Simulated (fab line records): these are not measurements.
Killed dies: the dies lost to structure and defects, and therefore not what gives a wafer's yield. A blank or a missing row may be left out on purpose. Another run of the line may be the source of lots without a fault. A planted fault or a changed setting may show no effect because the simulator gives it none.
Split-lot trial    flow gf180mcu    5 lots, 23 wafers read, on a route of 602 steps

## THE SPLIT
At GF_V5_PEB_12 (peb time 90 s), the setting peb-time-s was moved away from the recipe's 90 s on 11 of the 23 wafers read, by -11.6% to +12.2%. For the rest of the wafers, this setting stayed at what the recipe calls for.

## THE PATH FROM SPLIT TO READING: the file shows 1 step between them
- GF_V5_DEVELOP_13: develop time 60 s

## THE READING
cd-nm (nm) at GF_V5_CD_MEAS_14, where the cd target is 260 nm. Fault-free wafers of this fab line usually give 260.3 nm, standard deviation 1.1 nm.

wafer   tool, chamber at the split  peb-time-s as run, s  against the recipe  cd-nm, nm  against lot-mates on the recipe
L077.2  litho-track-02, 0           101                   +12.2%              261.6      +2.4
L077.3  litho-track-02, 0           101                   +12.2%              261.6      +2.4
L077.4  litho-track-02, 0           90                    recipe              259.0      -
L077.5  litho-track-02, 0           90                    recipe              259.4      -
L077.6  litho-track-02, 0           101                   +12.2%              261.8      +2.6
L076.1  litho-track-01, 0           101                   +12.2%              262.7      +2.1
L076.2  litho-track-01, 0           90                    recipe              260.5      -
L076.3  litho-track-01, 0           101                   +12.2%              263.9      +3.2
L076.5  litho-track-01, 0           101                   +12.2%              263.2      +2.6
L076.6  litho-track-01, 0           90                    recipe              260.8      -
L081.2  litho-track-01, 0           90                    recipe              261.1      -
L081.3  litho-track-01, 0           90                    recipe              260.2      -
L081.4  litho-track-01, 0           90                    recipe              260.6      -
L080.2  litho-track-03, 0           90                    recipe              261.2      -
L080.3  litho-track-03, 0           90                    recipe              259.7      -
L080.4  litho-track-03, 0           79.57                 -11.6%              256.8      -3.6
L080.5  litho-track-03, 0           79.57                 -11.6%              257.4      -3.1
L080.6  litho-track-03, 0           79.57                 -11.6%              257.1      -3.3
L083.2  litho-track-03, 0           90                    recipe              258.1      -
L083.3  litho-track-03, 0           93.95                 +4.4%               259.1      +0.4
L083.4  litho-track-03, 0           90                    recipe              259.6      -
L083.5  litho-track-03, 0           93.95                 +4.4%               258.7      +0.0
L083.6  litho-track-03, 0           90                    recipe              258.3      -

FIT RESULTS
A straight line over all 23 wafers: cd-nm changes by +0.215 nm for each +1% of peb-time-s; r = +0.84; the points scatter about the line by 1.1 nm.
The same after taking each lot's own level away (the mean of its wafers on the recipe; 23 wafers): +0.236 nm for each +1%; r = +0.96; scatter 0.53 nm.
That fit puts the effect of the largest move of peb-time-s on the reading at 2.9 nm.
From 258.67 to 260.65 nm: that is the span of the lots' own levels, equal to 1.8 times the standard deviation above.
Consequently the slope shifts little with the lot-to-lot level, the two slopes agreeing.
Check: +2.69 nm against its lot-mates is what the line predicts for one of the wafers moved furthest among these (+12.2%) when that wafer is left out of the fit. It came out at +2.4 nm against them.

## THE FILE'S OWN FIT
cd-nm changes by +0.224 nm for each +1% of peb-time-s, r = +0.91.
